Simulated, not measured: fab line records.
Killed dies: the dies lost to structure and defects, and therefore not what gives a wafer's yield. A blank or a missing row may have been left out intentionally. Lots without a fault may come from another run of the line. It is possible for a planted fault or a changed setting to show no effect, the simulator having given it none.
The same fault as seen by 2 desks -- flow gf180mcu -- each desk has only its own numbers; what lay behind them comes last

== AT THE TOOL OWNER'S DESK: pecvd-01 ==
The tool's own readings at GF_PASSIVATION_CVD_02 (deposits Si3N4, target thk 700 nm, time 486.18 s): means of the sampled wafers that have a number, for each lot that ran on this tool. A lot is out of limits, marked OUT, if its mean lies more than 4 standard deviations from the usual mean; the brackets give that distance.
Columns: A = heaterPowerW at GF_PASSIVATION_CVD_02, usual 734 W
lot,first seen here,A
L332,day 29 07:35,667
L334,day 29 16:01,777
L335,day 30 03:29,791
L338,day 31 03:08,764
L344,day 32 10:11,758
L347,day 33 00:31,702
This desk's verdict: no lot among the 6 shows anything out of limits.

== THE METROLOGY DESK ==
Lot by lot, what the gauges showed, no matter which tool ran the lot: averages of those sampled wafers that carry a number. A lot is out of limits, marked OUT, if its mean lies more than 4 standard deviations from the usual mean; the brackets give that distance.
Columns: A = V5_W_THK at GF_V5_THK_MEAS_25, usual 358 nm; B = TOP_METAL_ALCU_RS at GF_TOP_METAL_RS_MEAS_05, usual 0.0329 ohm/sq; C = PASSIVATION_CVD_02_THK at GF_PASSIVATION_THK_MEAS_03, usual 702 nm
lot,first seen here,A,B,C
L331,day 27 17:28,367,0.0328,703
L332,day 28 10:32,353,0.0329,703
L333,day 28 11:34,367,0.0330,703
L334,day 28 19:07,358,0.0331,704
L335,day 29 07:25,347,0.0328,699
L338,day 30 07:26,371,0.0325,703
L340,day 30 14:47,347,0.0325,701
L343,day 31 11:13,355,0.0333,705
L344,day 31 15:22,363,0.0330,892 (+23) OUT
L347,day 32 07:05,353,0.0329,880 (+21) OUT
L349,day 32 17:04,367,0.0332,706
L351,day 33 04:51,365,0.0329,697
This desk reports L344, L347 out of limits; the earliest was L344 at day 32 10:21 (PASSIVATION_CVD_02_THK at GF_PASSIVATION_THK_MEAS_03). In limits: L331, L332, L333, L334, L335, L338, L340, L343, L349, L351.

== TAKEN TOGETHER ==
An alarm was possible from the metrology desk at day 32 10:21, on L344, L347.
The tool owner's desk saw nothing out of limits.
The tool owner's desk has L344, L347 on record, within its limits.
GF_PASSIVATION_CVD_02 was run on pecvd-01 by each of the lots named.

== WHAT THE SIMULATOR HAD PUT IN ==
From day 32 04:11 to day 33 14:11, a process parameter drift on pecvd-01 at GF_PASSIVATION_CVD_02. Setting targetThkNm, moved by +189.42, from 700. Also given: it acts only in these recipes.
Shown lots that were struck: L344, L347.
Per desk, hours elapsed from the start of the fault to the first reading out of limits: for the metrology desk, 6.
